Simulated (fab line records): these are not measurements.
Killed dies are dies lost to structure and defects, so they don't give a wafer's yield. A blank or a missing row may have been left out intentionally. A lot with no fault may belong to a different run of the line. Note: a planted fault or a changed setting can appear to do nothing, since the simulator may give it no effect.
A lot that was struck, set against a sound lot -- flow sky130 -- 31 steps out of a route of 708
Sound: wafers L336.3, L336.5, L336.6. Struck: wafer L346.4 (left out: L346.6, a lot-mate that was not struck); the cause follows at the end.
At each step with rows: each side's tool, then ch and its chambers, then its first start. Under that, the readings that differ: sound wafers -- struck wafers -- difference of the means -- sigmas: that difference in standard deviations of wafers without a fault.
alike: readings whose means differ by less than 2 such deviations, and words and numbers that are the same on both sides. not compared: withheld readings, readings that some wafer has no value for, bounds like >300 that may hide the same value, and numbers for which the record gives no deviation and whose values overlap.
Wherever a step has rows on one side only, a row that says differs or no value, or a row with sigmas, the two part there. Numbers that have no deviation but don't overlap get no sigmas and don't part them. A reading missing from all wafers of one side parts the sides only when that side holds two or more wafers.

first, 5 steps without rows for these wafers: SKY_CONTACT_ETCH_18 (etches Si3N4 in CHF3/O2, stops on TiN, time 39 s, target depth 75 nm); SKY_CONTACT_STRIP_19 (strips in O2/N2); SKY_CONTACT_STRIP_20 (strips in post etch residue remover, time 1200 s); SKY_CONTACT_CLEAN_21 (cleans in IPA, time 180 s); SKY_CONTACT_CLEAN_22 (cleans in O3/DIW).
SKY_CONTACT_SPUTTER_23: material TiN, target thk 20 nm, time 80 s.
  sound: pvdSputter-02 at day 33 04:53; struck: pvdSputter-04 at day 37 00:49
  alike: chamberPressurePa, throttleValvePct
then, 1 step without rows for these wafers: SKY_CONTACT_CVD_24 (deposits W, target thk 340 nm, time 102.12 s).
SKY_CONTACT_RS_MEAS_25: measurement is done with a four-point probe.
  sound: filmMetro-02 at day 33 05:13; struck: filmMetro-03 at day 37 01:02
  alike: CONTACT_W_RS
SKY_CONTACT_THK_MEAS_26: measures by xrf.
  sound: filmMetro-02 at day 33 05:19; struck: filmMetro-03 at day 37 01:08
reading,sound,struck,difference,sigmas
CONTACT_W_THK (nm),342 345 345,330,-14,-2
SKY_CONTACT_CMP_27: polishes, stops on SiO2, t overpolish 15 s, target thk 0 nm.
  sound on cmp-01 ch 2,3, day 33 05:26; struck on cmp-01 ch 0, day 37 01:13
  alike: motorCurrentA, overpolishRunS, timeToEndpointS
then, 2 steps without rows for these wafers: SKY_METAL1_SPUTTER_00 (material Ti, target thk 15 nm, time 10 s); SKY_METAL1_SPUTTER_01 (material TiN, target thk 20 nm, time 16.7 s).
SKY_METAL1_SPUTTER_02: material AlCu, target thk 250 nm, time 13.3 s.
  sound: pvdSputter-04 at day 33 05:47; struck: pvdSputter-04 at day 37 01:31
reading,sound,struck,difference,sigmas
model.AlCu_of_METAL1_SPUTTER_02.thkNm (nm),249.6 250.1 250.8,395.8,+145.6,
  alike: chamberPressurePa, throttleValvePct
then, 1 step without rows for these wafers: SKY_METAL1_SPUTTER_03 (material Ti, target thk 5 nm, time 3.3 s).
SKY_METAL1_SPUTTER_04: material TiN, target thk 70 nm, time 58.3 s.
  sound: pvdSputter-04 at day 33 05:49; struck: pvdSputter-04 at day 37 01:33
  alike: chamberPressurePa, throttleValvePct
SKY_METAL1_RS_MEAS_05: measurement is done with a four-point probe.
  sound: filmMetro-03 at day 33 05:55; struck: filmMetro-04 at day 37 01:40
reading,sound,struck,difference,sigmas
METAL1_ALCU_RS (ohm/sq),0.1266 0.1268 0.1262,0.0793,-0.0472,-26
SKY_METAL1_THK_MEAS_06: measures by xrf.
  sound: filmMetro-03 at day 33 06:01; struck: filmMetro-04 at day 37 01:45
reading,sound,struck,difference,sigmas
METAL1_ALCU_THK (nm),244 244 246,390,+145,+37
then, 8 steps without rows for these wafers: SKY_METAL1_DEHYDRATE_07 (time 60 s); SKY_METAL1_HMDS_08 (prime time 60 s); SKY_METAL1_COAT_09 (resist thk 60 nm); SKY_METAL1_COAT_10 (resist thk 450 nm); SKY_METAL1_SOFTBAKE_11 (time 90 s); SKY_METAL1_EXPOSE_12 (exposes mask MM1, target cd 140 nm); SKY_METAL1_PEB_13; SKY_METAL1_DEVELOP_14 (develop time 60 s).
SKY_METAL1_CD_MEAS_15: target cd 140 nm.
  sound: cdSem-02 at day 34 09:20; struck: cdSem-01 at day 38 02:46
  alike: cdNm
SKY_METAL1_OVL_MEAS_16:
  sound: overlay-02 at day 34 09:25; struck: overlay-02 at day 38 02:50
reading,sound,struck,difference,sigmas
METAL1_OVL (nm),-5 -4 -13,15,+22,+3
SKY_METAL1_DESCUM_17: chemistry O2, time 8 s.
  sound on rieMetal-03 ch 1, day 34 09:28; struck on rieMetal-03 ch 0, day 38 02:53
  alike: drypumpMotorCurrentA, oesProductAu
  not compared: rfHoursCounterH
SKY_METAL1_ETCH_18: etches BARC in N2/H2, stops on SiO2, time 45.9 s, target depth 60 nm.
  sound on rieMetal-03 ch 1, day 34 09:33; struck on rieMetal-03 ch 0, day 38 02:59
  alike: drypumpMotorCurrentA, oesProductAu, throttleValvePct
  not compared: rfHoursCounterH
SKY_METAL1_METAL_ETCH_19: etches the open film in Cl2/BCl3, stops on SiO2, target depth 360 nm, time 78 s.
  sound on rieMetal-03 ch 1, day 34 09:42; struck on rieMetal-03 ch 0, day 38 03:08
reading,sound,struck,difference,sigmas
oesProductAu (a.u.),0.856 0.855 0.859,0.981,+0.124,+20
  alike: drypumpMotorCurrentA, throttleValvePct
  not compared: rfHoursCounterH
then, 1 step without rows for these wafers: SKY_METAL1_STRIP_20 (strips in O2/N2).

WHERE THEY PART
First at SKY_CONTACT_THK_MEAS_26; last, within this record, at SKY_METAL1_METAL_ETCH_19.

WHY: what had been put in by the simulator
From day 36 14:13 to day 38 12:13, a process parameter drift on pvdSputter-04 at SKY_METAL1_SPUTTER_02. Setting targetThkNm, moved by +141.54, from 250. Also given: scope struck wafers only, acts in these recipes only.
